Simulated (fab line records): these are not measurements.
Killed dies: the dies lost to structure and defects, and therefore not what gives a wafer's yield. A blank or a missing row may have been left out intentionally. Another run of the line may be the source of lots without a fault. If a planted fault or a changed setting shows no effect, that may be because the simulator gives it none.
A struck lot beside a sound one + flow sky130 + 15 steps out of a route of 708
Sound: the wafers L147.1, L147.2, L147.4. The struck wafers were L156.1, L156.4, L156.5. The cause is given at the end.
Per side, at each step with rows, come the tool, then ch with its chambers, and then its first start. Under that, the readings that differ: sound wafers + struck wafers + difference of the means + sigmas: that difference in standard deviations of wafers without a fault.
alike: words and numbers the same on both sides, and readings whose means are apart by under 2 such deviations; not compared: readings that were withheld, readings missing a value for some wafer, numbers with overlapping values and no deviation given by the record, and bounds like >300 which may hide the same value.
A row with sigmas, a row that says differs or no value, or rows on one side alone: a step with any of these is where the two part. When numbers do not overlap yet have no deviation, they are printed without sigmas and do not part them. A reading that every wafer of one side lacks parts them only if that side has two wafers or more.

first, 6 steps without rows for these wafers: SKY_LDD_N_HMDS_01 (prime time 60 s); SKY_LDD_N_COAT_02 (resist thk 300 nm); SKY_LDD_N_SOFTBAKE_03 (time 60 s); SKY_LDD_N_EXPOSE_04 (exposes mask NTM, target cd 840 nm); SKY_LDD_N_PEB_05; SKY_LDD_N_DEVELOP_06 (develop time 60 s).
SKY_LDD_N_OVL_MEAS_07:
  sound on overlay-02, day 17 15:42; struck on overlay-01, day 21 13:38
  alike: LDD_N_OVL
then, 5 steps without rows for these wafers: SKY_LDD_N_IMPLANT_08; SKY_LDD_N_IMPLANT_09; SKY_LDD_N_IMPLANT_10; SKY_LDD_N_IMPLANT_11; SKY_LDD_N_IMPLANT_12.
SKY_LDD_N_IMPLANT_13:
  sound on implanter-01 ch 0, day 17 16:29; struck on implanter-04 ch 0, day 21 14:26
| reading                  | sound                | struck               | difference | sigmas      |
|--------------------------|----------------------|----------------------|------------|-------------|
| beamEnergyKeV            | 50.001 49.981 50.010 | 47.774 47.785 47.777 | -2.219     | -99 or more |
| model.implant.rpNm (nm)  | 32.77 32.77 32.77    | 30.74 30.74 30.74    | -2.03      |             |
| model.implant.drpNm (nm) | 18.83 18.83 18.83    | 18.22 18.22 18.22    | -0.61      |             |
then, 2 steps without rows for these wafers: SKY_LDD_N_IMPLANT_14; SKY_PAD_OPEN_PROBE_99.

== WHERE THEY PART ==
Only at SKY_LDD_N_IMPLANT_13, as far as this record shows.

WHY: the cause the simulator had injected
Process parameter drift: implanter-04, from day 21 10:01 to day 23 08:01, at SKY_LDD_N_IMPLANT_13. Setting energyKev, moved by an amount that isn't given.
